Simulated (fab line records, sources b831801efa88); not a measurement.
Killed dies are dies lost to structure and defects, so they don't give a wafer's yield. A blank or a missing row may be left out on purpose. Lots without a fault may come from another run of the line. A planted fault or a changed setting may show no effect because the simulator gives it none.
Problem report in the 8D (eight disciplines) form, filled by code | flow gf180mcu | the parts of the form that need people (team, actions taken, sign-off) are left out

1. THE PROBLEM
spin_speed_rpm at GF_VT_IMPLANT_COAT_35 reads a mean of 3209.8 rpm on 6 wafers of 2 lots; wafers without a fault read 2999.8 rpm with a standard deviation of 1.9. That is +99 or more standard deviations from the usual mean.
The step: resist thk 1000 nm.
First seen on wafer L173.1, day 13 01:32, on litho_track-03. The record holds 36 wafers of 12 lots with a number at this step. Rule for "out", or "out of limits": more than 4 standard deviations from the usual mean. The other wafers with a number count as sound.

2. WHAT IT IS AND WHAT IT IS NOT
question                    | is                     | is not
which readings at this step | spin_speed_rpm         | -
which lots                  | L173, L174             | L152, L153, L156, L157, L160, L162, L163, L165, L166, L175
which wafers of those lots  | all that have a number | -
read on which tools         | litho_track-03         | litho_track-01, litho_track-04
when                        | from day 13 01:32      | up to then (27 sound wafers); but 3 sound wafers of L175 came after

3. SUSPECTS, AND WHAT RULES EACH OUT
Counting: a tool at a process step up to the reading stays a suspect if it ran every lot that is out and no sound lot after the first of them.
- litho_track-03 at GF_VT_IMPLANT_COAT_35 (resist thk 1000 nm): kept. It ran every lot that is out, first L173 (day 13 01:32), and no sound lot after that; its last sound lot up to then is L165 (day 11 00:23). Its own readings are out on those wafers: spin_speed_rpm.
Left after counting: litho_track-03 at GF_VT_IMPLANT_COAT_35.

4. THE CAUSE (what the simulator had put in)
Process parameter drift: litho_track-03, from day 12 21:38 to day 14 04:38, at GF_VT_IMPLANT_COAT_35. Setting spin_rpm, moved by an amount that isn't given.
Counting left only this tool.

5. THE CHAIN OF EFFECTS, in route order
Each row: a reading whose mean over the struck wafers that have a number lies more than 3 standard deviations from the usual. Only readings for which the record gives a usual standard deviation are gone through. hours: the time from each lot's start at the first step in this table that gives one to its start at this step, as a median over the lots. sigmas: the change in usual standard deviations.
hours | step                   | reading                  | usual      | on struck wafers | change | sigmas
0     | GF_VT_IMPLANT_COAT_35  | spin_speed_rpm           | 2999.8 rpm | 3209.8           | +210.0 | +99 or more
10    | GF_VT_IMPLANT_STRIP_42 | strip_time_to_endpoint_s | 12.637 s   | 12.270           | -0.367 | -13
The process steps in it:
- GF_VT_IMPLANT_COAT_35: resist thk 1000 nm.
- GF_VT_IMPLANT_STRIP_42: strips in O2/N2.

6. WHAT WOULD HAVE CAUGHT IT SOONER
In this record the first reading out of limits was taken at day 13 01:32, 4 hours after the fault began at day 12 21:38.
